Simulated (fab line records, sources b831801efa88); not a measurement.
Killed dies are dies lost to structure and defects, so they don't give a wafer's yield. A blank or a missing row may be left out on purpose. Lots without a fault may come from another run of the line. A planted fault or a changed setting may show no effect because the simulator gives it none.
fab line records | flow gf180mcu | part 1 of 2: steps 1 to 27 of 38
record lots=5 wafers=15 last_day=34
route steps=602 shown PSD@263 SAB@264 SALICIDE@278 CONTACT@287
lots that met no fault: from a run of the same line without faults
start_h: hours from the record's first day to the start of the lot's first wafer shown | wait_h: hours since the lot's step before | " the same as in the row above | L1.1+2: a row that stands for several wafers | - no value, or no start given | * or withheld: withheld | < > ~ a bound
route shown NAME@n: a module of which the file shows steps, and the number in the route of the first | usual: mean/standard deviation of fault-free wafers | same: alike in all rows | chamber/n: place in a boat | sites: the reading at each site | _std_site: their standard deviation | _edge_site: outer sites' mean less inner sites' | radius_mm: how far each site lies from the wafer's centre | mask NAME#n: copy n | behind: the tool/chamber that last shaped the wafer | hold: why the lot was held/for how many hours/how that ended | device: the transistor (n, p or np) that didn't switch | end of line: the same wafers' tests at the end of the route | a step without rows: its recipe alone | killed: dies lost to structure and defects at the first sort, not the wafer's yield | map: a wafer's dies, x killed, . not, _ none there
set.NAME: the setting as run; set.NAME@STEP: as run at that earlier step | model.NAME: the simulator's own value behind a step, which no gauge read
lots at some steps of the route; a table a step, a row a wafer
services: from which hour (start_h, from the record's first day; less than 0 if before it) a tool's chamber was out of use, for how many hours, and why
## steps
# step GF_PSD_RS_MEAS_15
# recipe thk_meas_gauge=four-point-probe
# usual PSD_RS=108.61/0.27
# columns lot.wafer tool chamber start_h wait_h PSD_RS[ohm/sq]
L079.1 film_metro-03 - 360.21 0.1 108.40
L079.2 " - " " 108.35
L079.6 " - " " 108.56
L084.3 film_metro-02 - 402.27 0.1 108.20
L084.5 " - " " 108.15
L084.6 " - " " 108.45
L087.2 film_metro-04 - 425.52 0.1 108.52
L087.4 " - " " 108.86
L087.5 " - " " 108.58
L092.1 film_metro-03 - 472.67 0.1 108.71
L092.2 " - " " 108.42
L092.3 " - " " 108.30
L096.1 film_metro-04 - 501.20 0.1 108.41
L096.3 " - " " 108.13
L096.5 " - " " 108.57
# step GF_SAB_CVD_00
# recipe material=SiO2 target_thk_nm=50 precursor=TEOS temp_c=400 time_s=4.858 rf_w=600
# usual heater_power_w=690/94
# same time_s=4.858
# columns lot.wafer tool chamber start_h wait_h heater_power_w
L079.1 pecvd-03 0 360.33 0.1 787
L079.2 " 2 " " 501
L079.6 " 0 " " 766
L084.3 pecvd-03 0 402.35 0.1 777
L084.5 " 2 " " 592
L084.6 " 1 " " 525
L087.2 pecvd-01 0 425.62 0.1 744
L087.4 " 2 " " 704
L087.5 " 1 " " 801
L092.1 pecvd-01 0 472.79 0.1 824
L092.2 " 2 " " 690
L092.3 " 1 " " 850
L096.1 pecvd-02 1 501.32 0.1 601
L096.3 " 2 " " 722
L096.5 " 1 " " 619
# step GF_SAB_THK_MEAS_01
# recipe reads=SiO2_of_SAB_CVD_00
# usual SAB_CVD_00_THK=49.3/0.67
# columns lot.wafer tool chamber start_h wait_h SAB_CVD_00_THK[nm]
L079.1 film_metro-01 - 360.35 0.0 49.4
L079.2 " - " " 48.8
L079.6 " - " " 50.1
L084.3 film_metro-03 - 402.39 0.0 49.6
L084.5 " - " " 50.8
L084.6 " - " " 50.6
L087.2 film_metro-03 - 425.65 0.0 48.1
L087.4 " - " " 49.5
L087.5 " - " " 48.5
L092.1 film_metro-02 - 472.81 0.0 49.3
L092.2 " - " " 48.4
L092.3 " - " " 48.0
L096.1 film_metro-02 - 501.34 0.0 49.2
L096.3 " - " " 49.1
L096.5 " - " " 49.7
# step GF_SAB_DEHYDRATE_02
# recipe temp_c=200 time_s=60
# usual plate_temp_C=199.99/0.15
# same time_s=60
# columns lot.wafer tool chamber start_h wait_h plate_temp_C
L079.1 litho_track-01 0 370.85 10.5 199.87
L079.2 " 0 " " 200.12
L079.6 " 0 " " 199.98
L084.3 litho_track-02 0 412.93 10.5 200.33
L084.5 " 0 " " 200.09
L084.6 " 0 " " 200.14
L087.2 litho_track-01 0 436.58 10.9 199.81
L087.4 " 0 " " 199.93
L087.5 " 0 " " 199.98
L092.1 litho_track-03 0 484.16 11.3 199.66
L092.2 " 0 " " 199.93
L092.3 " 0 " " 199.98
L096.1 litho_track-01 0 512.20 10.8 199.94
L096.3 " 0 " " 199.72
L096.5 " 0 " " 199.87
# step GF_SAB_HMDS_03
# recipe prime_time_s=60 prime_temp_c=120
# usual prime_temp_c=119.99/0.13
# columns lot.wafer tool chamber start_h wait_h prime_temp_c
L079.1 litho_track-01 0 371.00 0.1 120.09
L079.2 " 0 " " 120.08
L079.6 " 0 " " 120.04
L084.3 litho_track-02 0 413.08 0.1 120.22
L084.5 " 0 " " 120.25
L084.6 " 0 " " 120.01
L087.2 litho_track-01 0 436.73 0.1 120.09
L087.4 " 0 " " 120.00
L087.5 " 0 " " 120.10
L092.1 litho_track-03 0 484.31 0.1 120.17
L092.2 " 0 " " 119.92
L092.3 " 0 " " 119.85
L096.1 litho_track-01 0 512.35 0.1 120.00
L096.3 " 0 " " 120.22
L096.5 " 0 " " 120.00
# step GF_SAB_COAT_04
# recipe resist=NOVOLAK spin_rpm=3000 resist_thk_nm=1000
# usual dispense_pressure_kPa=48.4/1.2
# columns lot.wafer tool chamber start_h wait_h dispense_pressure_kPa
L079.1 litho_track-01 0 371.15 0.1 50.0
L079.2 " 0 " " 50.0
L079.6 " 0 " " 50.0
L084.3 litho_track-02 0 413.23 0.1 47.3
L084.5 " 0 " " 47.2
L084.6 " 0 " " 47.2
L087.2 litho_track-01 0 436.88 0.1 50.0
L087.4 " 0 " " 50.0
L087.5 " 0 " " 50.0
L092.1 litho_track-03 0 484.46 0.1 48.6
L092.2 " 0 " " 48.6
L092.3 " 0 " " 48.6
L096.1 litho_track-01 0 512.50 0.1 50.0
L096.3 " 0 " " 50.0
L096.5 " 0 " " 50.0
# step GF_SAB_SOFTBAKE_05
# recipe temp_c=90 time_s=60 resist=NOVOLAK
# usual plate_temp_C=90.02/0.13
# same time_s=60
# columns lot.wafer tool chamber start_h wait_h plate_temp_C
L079.1 litho_track-01 0 371.30 0.1 90.04
L079.2 " 0 " " 90.00
L079.6 " 0 " " 90.09
L084.3 litho_track-02 0 413.38 0.1 89.91
L084.5 " 0 " " 90.02
L084.6 " 0 " " 90.04
L087.2 litho_track-01 0 437.03 0.1 90.20
L087.4 " 0 " " 90.25
L087.5 " 0 " " 90.17
L092.1 litho_track-03 0 484.61 0.1 90.01
L092.2 " 0 " " 90.27
L092.3 " 0 " " 89.82
L096.1 litho_track-01 0 512.65 0.1 90.00
L096.3 " 0 " " 90.02
L096.5 " 0 " " 90.04
# step GF_SAB_EXPOSE_06
# recipe mask_id=SAB target_cd_nm=420 na=0.6 source_shape=conventional sigma_outer=0.6 dose_mj=140
# columns lot.wafer tool chamber start_h wait_h mask
L079.1+2+6 iline_stepper-02 0 - - SAB#0
L084.3+5+6 iline_stepper-02 0 - - SAB#0
L087.2+4+5 iline_stepper-02 0 - - SAB#0
L092.1+2+3 iline_stepper-02 0 - - SAB#0
L096.1+3+5 iline_stepper-01 0 - - SAB#0
# step GF_SAB_PEB_07
# recipe temp_c=withheld time_s=* resist=NOVOLAK
# same time_s=*
# columns lot.wafer tool chamber start_h wait_h
L079.1+2+6 litho_track-03 0 - -
L084.3+5+6 litho_track-01 0 - -
L087.2+4+5 litho_track-02 0 - -
L092.1+2+3 litho_track-02 0 - -
L096.1+3+5 litho_track-01 0 - -
# step GF_SAB_DEVELOP_08
# recipe develop_time_s=60 dev_temp_c=23
# columns lot.wafer tool chamber start_h wait_h
L079.1+2+6 litho_track-03 0 382.31 0.1
L084.3+5+6 litho_track-01 0 425.30 0.1
L087.2+4+5 litho_track-02 0 449.91 0.1
L092.1+2+3 litho_track-02 0 496.28 0.1
L096.1+3+5 litho_track-01 0 524.05 0.1
# step GF_SAB_CD_MEAS_09
# recipe target_cd_nm=420
# usual cd_nm=419.9/2.1
# columns lot.wafer tool chamber start_h wait_h cd_nm
L079.1 cd_sem-01 - 382.46 0.1 418.4
L079.2 " - " " 419.0
L079.6 " - " " 416.1
L084.3 cd_sem-01 - 425.44 0.1 422.2
L084.5 " - " " 419.9
L084.6 " - " " 422.0
L087.2 cd_sem-02 - 450.05 0.1 420.9
L087.4 " - " " 421.6
L087.5 " - " " 422.1
L092.1 cd_sem-01 - 496.43 0.1 421.1
L092.2 " - " " 418.9
L092.3 " - " " 420.1
L096.1 cd_sem-02 - 524.20 0.1 418.4
L096.3 " - " " 419.1
L096.5 " - " " 416.4
# step GF_SAB_OVL_MEAS_10
# usual SAB_OVL=-0.9/1.3
# columns lot.wafer tool chamber start_h wait_h SAB_OVL[nm]
L079.1 overlay-01 - 382.58 0.1 -2.3
L079.2 " - " " -0.7
L079.6 " - " " -1.2
L084.3 overlay-01 - 425.54 0.1 -1.3
L084.5 " - " " -2.4
L084.6 " - " " -0.8
L087.2 overlay-01 - 450.16 0.1 -1.6
L087.4 " - " " -3.1
L087.5 " - " " -1.7
L092.1 overlay-01 - 496.55 0.1 0.4
L092.2 " - " " -1.6
L092.3 " - " " -0.7
L096.1 overlay-01 - 524.32 0.1 1.4
L096.3 " - " " 0.1
L096.5 " - " " 1.3
# step GF_SAB_ETCH_11
# recipe chemistry=C4F8/O2/Ar mask_material=NOVOLAK target=SiO2 target_depth_nm=55 source_w=1500 bias_w=1200 pressure_mtorr=40 c4f8_flow_sccm=withheld O2_flow_sccm=6 Ar_flow_sccm=300 time_s=8.5
# usual oes_product_au=0.999/0.009
# same time_s=8.5
# columns lot.wafer tool chamber start_h wait_h oes_product_au rf_hours_counter_h
L079.1 rie_diel-02 2 382.62 0.0 0.985 15
L079.2 " 3 " " 0.988 0
L079.6 " 3 " " 0.993 -
L084.3 rie_diel-04 2 425.56 0.0 0.983 80
L084.5 " 1 " " 1.019 -
L084.6 " 0 " " 1.010 -
L087.2 rie_diel-03 2 450.19 0.0 1.005 41
L087.4 " 0 " " 0.994 8
L087.5 " 1 " " 0.993 -
L092.1 rie_diel-02 1 496.59 0.0 0.997 1
L092.2 " 3 " " 0.999 3
L092.3 " 2 " " 1.011 19
L096.1 rie_diel-03 1 524.36 0.0 1.009 8
L096.3 " 3 " " 0.996 5
L096.5 " 1 " " 1.007 -
# step GF_SAB_WET_ETCH_12
# recipe chemistry=dHF target_depth_nm=22 dry=n2_spin target=SiO2 temp_c=25 dilution=100:1 time_s=440
# usual bath_heat_duty_pct=6.4/0.72
# same time_s=440
# columns lot.wafer tool chamber start_h wait_h bath_heat_duty_pct
L079.1 wet_bench-02 1 382.64 0.0 5.4
L079.2 " 1 " " 5.9
L079.6 " 1 " " 5.6
L084.3 wet_bench-03 3 425.58 0.0 5.8
L084.5 " 3 " " 7.2
L084.6 " 3 " " 5.4
L087.2 wet_bench-02 3 450.21 0.0 5.5
L087.4 " 3 " " 6.0
L087.5 " 3 " " 5.9
L092.1 wet_bench-03 0 496.61 0.0 5.7
L092.2 " 0 " " 6.3
L092.3 " 0 " " 5.6
L096.1 wet_bench-01 2 524.38 0.0 6.6
L096.3 " 2 " " 6.8
L096.5 " 2 " " 7.0
# step GF_SAB_STRIP_13
# recipe chemistry=O2/N2 power_w=1400 pressure_mtorr=1500 platen_temp_c=250 o2_flow_sccm=3000 n2_flow_sccm=300 overash_fraction=0.5
# usual drypump_motor_current_A=5.6/0.45 heater_power_w=338/40 n2_flow_sccm=300.0/1 oes_product_au=0.709/0.0045 strip_time_to_endpoint_s=12.61/0.038
# columns lot.wafer tool chamber start_h wait_h drypump_motor_current_A heater_power_w n2_flow_sccm oes_product_au rf_hours_counter_h strip_time_to_endpoint_s
L079.1 plasma_asher-03 0 382.90 0.0 5.3 398 300.2 0.713 69 12.58
L079.2 " 1 " " 4.9 356 300.6 0.703 69 12.59
L079.6 " 0 " " 5.3 397 300.2 0.710 - 12.58
L084.3 plasma_asher-04 0 425.74 0.0 5.6 286 299.9 0.706 - 12.60
L084.5 " 1 " " 5.6 333 299.0 0.706 - 12.61
L084.6 " 0 " " 5.6 285 299.1 0.711 - 12.63
L087.2 plasma_asher-02 1 450.34 0.0 6.2 360 299.8 0.708 70 12.61
L087.4 " 1 " " 6.1 356 298.0 0.712 - 12.61
L087.5 " 1 " " 6.2 355 298.6 0.710 - 12.59
L092.1 plasma_asher-03 1 496.74 0.0 4.9 313 298.9 0.703 6 12.65
L092.2 " 0 " " 5.3 406 298.7 0.713 6 12.61
L092.3 " 0 " " 5.3 406 300.6 0.711 - 12.63
L096.1 plasma_asher-03 0 524.64 0.0 5.3 412 298.0 0.707 9 12.62
L096.3 " 0 " " 5.3 404 300.3 0.713 - 12.61
L096.5 " 0 " " 5.3 404 298.2 0.709 - 12.62
# step GF_SALICIDE_CLEAN_00
# recipe chemistry=SC1/SC2 mix=1:4:20 temp_c=70 time_s=150
# usual bath_heat_duty_pct=13.9/1.3
# same time_s=150
# columns lot.wafer tool chamber start_h wait_h bath_heat_duty_pct
L079.1 wet_bench-03 1 383.00 0.1 15.0
L079.2 " 1 " " 14.4
L079.6 " 1 " " 13.2
L084.3 wet_bench-04 1 425.81 0.0 12.6
L084.5 " 1 " " 13.1
L084.6 " 1 " " 13.5
L087.2 wet_bench-04 1 450.44 0.1 13.4
L087.4 " 1 " " 12.9
L087.5 " 1 " " 13.8
L092.1 wet_bench-02 3 496.84 0.1 12.6
L092.2 " 3 " " 12.6
L092.3 " 3 " " 12.3
L096.1 wet_bench-03 2 524.74 0.1 14.8
L096.3 " 2 " " 14.8
L096.5 " 2 " " 16.1
# step GF_SALICIDE_WET_ETCH_01
# recipe chemistry=dHF target_depth_nm=5 dry=ipa_marangoni target=SiO2 temp_c=25 dilution=100:1 time_s=100
# usual bath_heat_duty_pct=6.3/0.71
# same time_s=100
# columns lot.wafer tool chamber start_h wait_h bath_heat_duty_pct
L079.1 wet_bench-02 2 383.05 0.0 5.9
L079.2 " 2 " " 6.2
L079.6 " 2 " " 6.4
L084.3 wet_bench-02 0 425.91 0.0 7.3
L084.5 " 0 " " 7.6
L084.6 " 0 " " 7.8
L087.2 wet_bench-03 3 450.49 0.0 5.9
L087.4 " 3 " " 7.4
L087.5 " 3 " " 6.0
L092.1 wet_bench-03 2 496.89 0.0 7.4
L092.2 " 2 " " 5.6
L092.3 " 2 " " 6.2
L096.1 wet_bench-04 3 524.79 0.0 7.1
L096.3 " 3 " " 5.8
L096.5 " 3 " " 6.8
# step GF_SALICIDE_SPUTTER_02
# recipe material=Co target_thk_nm=10 power_w=1000 time_s=20 chamber_pressure_pa=0.4
# usual throttle_valve_pct=30.0/0.83
# same time_s=20
# columns lot.wafer tool chamber start_h wait_h throttle_valve_pct
L079.1 pvd_sputter-01 - 383.12 0.0 28.7
L079.2 " - " " 31.0
L079.6 " - " " 30.7
L084.3 pvd_sputter-01 - 425.95 0.0 31.2
L084.5 " - " " 29.0
L084.6 " - " " 30.6
L087.2 pvd_sputter-01 - 450.53 0.0 30.7
L087.4 " - " " 29.1
L087.5 " - " " 29.0
L092.1 pvd_sputter-03 - 496.92 0.0 29.8
L092.2 " - " " 29.6
L092.3 " - " " 31.4
L096.1 pvd_sputter-03 - 524.83 0.0 31.3
L096.3 " - " " 30.2
L096.5 " - " " 29.4
# step GF_SALICIDE_SPUTTER_03
# recipe material=TiN target_thk_nm=20 power_w=6591 time_s=16.7 chamber_pressure_pa=0.4
# usual throttle_valve_pct=30.0/0.84
# same time_s=16.7
# columns lot.wafer tool chamber start_h wait_h throttle_valve_pct
L079.1 pvd_sputter-01 - 383.15 0.0 29.1
L079.2 " - " " 31.2
L079.6 " - " " 30.6
L084.3 pvd_sputter-01 - 425.98 0.0 31.3
L084.5 " - " " 29.1
L084.6 " - " " 30.9
L087.2 pvd_sputter-01 - 450.55 0.0 30.8
L087.4 " - " " 29.1
L087.5 " - " " 29.0
L092.1 pvd_sputter-03 - 496.95 0.0 29.4
L092.2 " - " " 29.7
L092.3 " - " " 31.3
L096.1 pvd_sputter-03 - 524.85 0.0 31.1
L096.3 " - " " 30.1
L096.5 " - " " 29.8
# step GF_SALICIDE_RS_MEAS_04
# recipe thk_meas_gauge=four-point-probe reads=TiN_of_SALICIDE_SPUTTER_03+Co_of_SALICIDE_SPUTTER_02
# usual SALICIDE_TIN_RS=16.12/0.26
# columns lot.wafer tool chamber start_h wait_h SALICIDE_TIN_RS[ohm/sq]
L079.1 film_metro-02 - 383.18 0.0 16.02
L079.2 " - " " 15.98
L079.6 " - " " 16.12
L084.3 film_metro-04 - 426.04 0.1 15.92
L084.5 " - " " 15.89
L084.6 " - " " 15.97
L087.2 film_metro-01 - 450.60 0.0 16.25
L087.4 " - " " 16.56
L087.5 " - " " 16.46
L092.1 film_metro-02 - 496.98 0.0 15.83
L092.2 " - " " 15.78
L092.3 " - " " 15.73
L096.1 film_metro-02 - 524.88 0.0 16.16
L096.3 " - " " 16.32
L096.5 " - " " 16.08
# step GF_SALICIDE_THK_MEAS_05
# recipe thk_meas_gauge=xrf reads=TiN_of_SALICIDE_SPUTTER_03
# usual SALICIDE_TIN_THK=19.9/0.31
# columns lot.wafer tool chamber start_h wait_h SALICIDE_TIN_THK[nm]
L079.1 film_metro-02 - 383.30 0.1 20.1
L079.2 " - " " 20.1
L079.6 " - " " 19.9
L084.3 film_metro-04 - 426.14 0.1 19.8
L084.5 " - " " 19.9
L084.6 " - " " 19.6
L087.2 film_metro-01 - 450.71 0.1 19.3
L087.4 " - " " 19.5
L087.5 " - " " 19.4
L092.1 film_metro-02 - 497.10 0.1 20.2
L092.2 " - " " 20.3
L092.3 " - " " 20.2
L096.1 film_metro-02 - 525.00 0.1 19.8
L096.3 " - " " 20.0
L096.5 " - " " 20.0
# step GF_SALICIDE_RTA_06
# recipe temp_c=530 time_s=30 ambient=N2
# usual lamp_power_pct=6.14/0.078 wafer_temp_C_max=532.2/0.48
# same time_s=30
# columns lot.wafer tool chamber start_h wait_h lamp_power_pct wafer_temp_C_max
L079.1 rtp_anneal-02 0 383.36 0.1 6.22 533.0
L079.2 " 0 " " 6.21 532.2
L079.6 " 0 " " 6.22 531.9
L084.3 rtp_anneal-01 0 426.21 0.1 6.07 532.3
L084.5 " 0 " " 6.06 532.7
L084.6 " 0 " " 6.06 532.7
L087.2 rtp_anneal-01 0 450.78 0.1 6.06 531.3
L087.4 " 0 " " 6.07 532.5
L087.5 " 0 " " 6.06 531.8
L092.1 rtp_anneal-02 0 497.16 0.1 6.22 531.2
L092.2 " 0 " " 6.23 531.4
L092.3 " 0 " " 6.22 531.1
L096.1 rtp_anneal-01 0 525.06 0.1 6.06 533.2
L096.3 " 0 " " 6.06 532.4
L096.5 " 0 " " 6.07 533.1
# step GF_SALICIDE_WET_ETCH_07
# recipe chemistry=SPM target_depth_nm=120 dry=n2_spin
# columns lot.wafer tool chamber start_h wait_h
L079.1+2+6 wet_bench-02 1 383.56 0.2
L084.3+5+6 wet_bench-03 3 426.28 0.1
L087.2+4+5 wet_bench-02 3 450.86 0.1
L092.1+2+3 wet_bench-04 2 497.26 0.1
L096.1+3+5 wet_bench-03 1 525.16 0.1
# step GF_SALICIDE_RTA_08
# recipe temp_c=800 time_s=30 ambient=N2
# usual lamp_power_pct=17.17/0.18 wafer_temp_C_max=803.2/0.74
# same time_s=30
# columns lot.wafer tool chamber start_h wait_h lamp_power_pct wafer_temp_C_max
L079.1 rtp_anneal-02 0 383.74 0.0 17.29 803.9
L079.2 " 0 " " 17.26 803.7
L079.6 " 0 " " 17.27 803.2
L084.3 rtp_anneal-02 0 426.41 0.0 17.29 803.0
L084.5 " 0 " " 17.25 802.4
L084.6 " 0 " " 17.25 802.9
L087.2 rtp_anneal-02 0 450.97 0.0 17.26 802.9
L087.4 " 0 " " 17.26 802.4
L087.5 " 0 " " 17.26 802.8
L092.1 rtp_anneal-02 0 497.35 0.0 17.26 804.8
L092.2 " 0 " " 17.22 802.7
L092.3 " 0 " " 17.27 803.2
L096.1 rtp_anneal-01 0 525.25 0.0 16.82 804.7
L096.3 " 0 " " 16.80 803.3
L096.5 " 0 " " 16.83 804.5
# step GF_CONTACT_CVD_00
# recipe material=SiO2 target_thk_nm=300 sigma_open_frac=0.3 temp_c=400 time_s=50 sih4_flow_sccm=60 pressure_mtorr=6
# same time_s=50
# columns lot.wafer tool chamber start_h wait_h
L079.1+2+6 hdpcvd-01 1,2,0 383.94 0.2
L084.3+5+6 hdpcvd-01 2,2,1 426.47 0.1
L087.2+4+5 hdpcvd-02 0,2,1 451.05 0.1
L092.1+2+3 hdpcvd-02 2,1,0 497.45 0.1
L096.1+3+5 hdpcvd-01 2,1,1 525.35 0.1
# step GF_CONTACT_THK_MEAS_01
# recipe reads=SiO2_of_CONTACT_CVD_00
# usual CONTACT_CVD_00_THK=299/3
# columns lot.wafer tool chamber start_h wait_h CONTACT_CVD_00_THK[nm]
L079.1 film_metro-01 - 383.98 0.0 299
L079.2 " - " " 295
L079.6 " - " " 302
L084.3 film_metro-01 - 426.54 0.0 297
L084.5 " - " " 295
L084.6 " - " " 301
L087.2 film_metro-04 - 451.11 0.0 294
L087.4 " - " " 298
L087.5 " - " " 294
L092.1 film_metro-04 - 497.49 0.0 301
L092.2 " - " " 300
L092.3 " - " " 302
L096.1 film_metro-04 - 525.40 0.0 295
L096.3 " - " " 300
L096.5 " - " " 301
# step GF_CONTACT_CVD_02
# recipe material=SiO2 target_thk_nm=860 precursor=TEOS temp_c=400 time_s=95.992 rf_w=600
# usual heater_power_w=702/110
# same time_s=95.992
# columns lot.wafer tool chamber start_h wait_h heater_power_w
L079.1 pecvd-04 1 384.04 0.1 735
L079.2 " 2 " " 580
L079.6 " 1 " " 590
L084.3 pecvd-01 1 426.58 0.0 869
L084.5 " 2 " " 573
L084.6 " 1 " " 699
L087.2 pecvd-01 2 451.16 0.0 724
L087.4 " 0 " " 689
L087.5 " 2 " " 588
L092.1 pecvd-01 0 497.55 0.1 682
L092.2 " 2 " " 677
L092.3 " 1 " " 832
L096.1 pecvd-01 2 525.46 0.1 629
L096.3 " 0 " " 796
L096.5 " 2 " " 671
